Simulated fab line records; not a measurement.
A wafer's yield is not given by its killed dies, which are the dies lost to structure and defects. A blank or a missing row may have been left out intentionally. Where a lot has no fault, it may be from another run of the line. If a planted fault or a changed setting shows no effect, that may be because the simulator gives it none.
What tool caused it? | flow sky130 | Sampling: 12 lots, 36 wafers, 5 of 708 route steps

== WHAT THE GAUGES READ, wafer by wafer ==
SKY_FIELD_ISO_THK_MEAS_23. Usual: FIELD_ISO_OXIDATION_01_THK gives 9.93 nm (standard deviation 0.22).
lot  | measured    | on           | FIELD_ISO_OXIDATION_01_THK (nm) | flag
L971 | day 2 16:12 | filmMetro-01 | 9.85 9.85 9.94                  | 
L972 | day 2 22:54 | filmMetro-03 | 9.97 9.99 10.00                 | 
L974 | day 3 03:47 | filmMetro-02 | 9.65 9.66 9.54                  | 
L976 | day 3 14:29 | filmMetro-03 | 10.14 10.27 10.34               | 
L978 | day 4 02:28 | filmMetro-02 | 10.16 9.92 10.09                | 
L982 | day 4 23:40 | filmMetro-01 | 9.98 9.79 9.96                  | 
L983 | day 5 04:02 | filmMetro-01 | 9.62 9.66 9.61                  | 
L985 | day 5 12:22 | filmMetro-01 | 9.51 9.52 9.50                  | 
L989 | day 6 08:44 | filmMetro-03 | 10.31 10.33 10.26               | 
L991 | day 6 20:13 | filmMetro-01 | 10.21 10.09 10.04               | 
L992 | day 6 23:54 | filmMetro-02 | 10.16 9.99 9.91                 | 
L993 | day 7 06:46 | filmMetro-03 | 9.77 9.70 9.81                  | 

SKY_NWELL_THK_MEAS_02. Usual: NWELL_OXIDATION_THK gives 9.92 nm (standard deviation 0.2).
lot  | measured    | on           | NWELL_OXIDATION_THK (nm) | flag
L971 | day 2 21:30 | filmMetro-04 | 10.00 10.12 10.03        | 
L972 | day 3 03:22 | filmMetro-02 | 10.25 10.02 10.04        | 
L974 | day 3 11:07 | filmMetro-03 | 9.89 9.83 9.97           | 
L976 | day 3 22:28 | filmMetro-02 | 9.67 9.83 9.95           | 
L978 | day 4 07:05 | filmMetro-02 | 10.23 10.13 10.34        | 
L982 | day 5 05:26 | filmMetro-02 | 9.85 9.66 9.66           | 
L983 | day 5 09:35 | filmMetro-02 | 9.47 9.46 9.58           | 
L985 | day 5 18:13 | filmMetro-03 | 10.00 9.96 10.06         | 
L989 | day 6 13:38 | filmMetro-02 | 9.84 9.85 9.95           | 
L991 | day 7 00:35 | filmMetro-02 | 9.65 9.79 9.77           | 
L992 | day 7 03:54 | filmMetro-04 | 9.99 9.83 10.00          | 
L993 | day 7 11:14 | filmMetro-04 | 9.99 9.95 10.11          | 

SKY_NWELL_OVL_MEAS_10. Usual: NWELL_00_OVL gives 0.2 nm (standard deviation 1.4).
lot  | measured     | on         | NWELL_00_OVL (nm) | flag
L971 | day 4 20:35  | overlay-01 | 0.1 -0.4 -0.4     | 
L972 | day 5 03:38  | overlay-02 | 3.2 3.0 2.3       | 
L974 | day 5 13:17  | overlay-02 | 0.7 0.5 0.7       | 
L976 | day 6 02:26  | overlay-01 | 1.3 1.4 3.1       | 
L978 | day 6 12:47  | overlay-02 | 1.0 2.4 1.2       | 
L982 | day 7 14:05  | overlay-02 | - - -             | OFF
L983 | day 7 18:41  | overlay-02 | 0.9 1.1 2.5       | 
L985 | day 8 04:02  | overlay-01 | -1.7 -1.0 -2.3    | 
L989 | day 9 02:38  | overlay-01 | 1.2 -0.9 1.0      | 
L991 | day 9 13:56  | overlay-02 | 0.4 -1.3 -0.2     | 
L992 | day 9 18:53  | overlay-01 | 1.1 1.8 0.1       | 
L993 | day 10 02:35 | overlay-02 | 1.8 0.5 1.2       | 

SKY_NWELL_TW_MEAS_15. Usual: NWELL_TW gives 1831 (standard deviation 9.6).
lot  | measured     | on           | NWELL_TW       | flag
L971 | day 4 21:11  | filmMetro-04 | 1844 1847 1835 | 
L972 | day 5 04:13  | filmMetro-02 | 1824 1841 1831 | 
L974 | day 5 13:52  | filmMetro-04 | 1836 1844 1830 | 
L976 | day 6 03:01  | filmMetro-02 | 1849 1850 1847 | 
L978 | day 6 13:22  | filmMetro-04 | 1823 1827 1829 | 
L982 | day 7 14:41  | filmMetro-03 | 30 30 30       | OFF
L983 | day 7 19:16  | filmMetro-03 | 1835 1836 1837 | 
L985 | day 8 04:37  | filmMetro-03 | 1822 1828 1819 | 
L989 | day 9 03:13  | filmMetro-02 | 1831 1840 1832 | 
L991 | day 9 14:31  | filmMetro-03 | 1813 1827 1821 | 
L992 | day 9 19:28  | filmMetro-02 | 1819 1828 1841 | 
L993 | day 10 03:10 | filmMetro-04 | 1838 1834 1832 | 

== WHICH TOOL RAN EACH LOT (tool, then ch and the chambers of the sampled wafers, then the start) ==
lot  | SKY_NWELL_EXPOSE_07
L971 | ilineStepper-01 ch 0, day 4 12:46
L972 | ilineStepper-01 ch 0, day 4 19:05
L974 | ilineStepper-01 ch 0, day 5 04:15
L976 | ilineStepper-01 ch 0, day 5 17:21
L978 | ilineStepper-01 ch 0, day 6 03:34
L982 | ilineStepper-02 ch 0, day 7 04:01
L983 | ilineStepper-02 ch 0, day 7 09:36
L985 | ilineStepper-02 ch 0, day 7 18:20
L989 | ilineStepper-01 ch 0, day 8 16:19
L991 | ilineStepper-02 ch 0, day 9 03:39
L992 | ilineStepper-01 ch 0, day 9 08:35
L993 | ilineStepper-01 ch 0, day 9 15:57
- SKY_NWELL_EXPOSE_07: exposes mask NWM, target cd 840 nm.

== AS READ BY THE TOOLS THEMSELVES (means over the sampled wafers that have a number; for cases with no such wafer, the mark the record gives instead) ==
The record holds no such reading with a usual standard deviation.

== THE ANSWER, worked out from the rows above alone ==
Rule: lot off if the mean of its wafers having a number is beyond 3 standard deviations from the usual mean. A lot without any number at a reading at which 4 lots or more have one is off too. The other lots that the step has rows for count as sound. First the gauges in route order, then the tools' own readings, where a lot's mean is used as printed above. At the first step where some lot is off, the reading lying furthest off is the one used; lots without a number count as furthest.
Off: L982, at SKY_NWELL_OVL_MEAS_10 (NWELL_00_OVL). Without a number there: L982.
A tool fits if, at a process step before that reading, it ran every lot that is off, and no sound lot after the first of them. The gauges at SKY_NWELL_OVL_MEAS_10 aren't tried: what is off there is off at SKY_NWELL_TW_MEAS_15 too, on other tools, and a gauge's error can't cause that. No candidate that was tried fits.

== WHAT WAS PUT IN BY THE SIMULATOR ==
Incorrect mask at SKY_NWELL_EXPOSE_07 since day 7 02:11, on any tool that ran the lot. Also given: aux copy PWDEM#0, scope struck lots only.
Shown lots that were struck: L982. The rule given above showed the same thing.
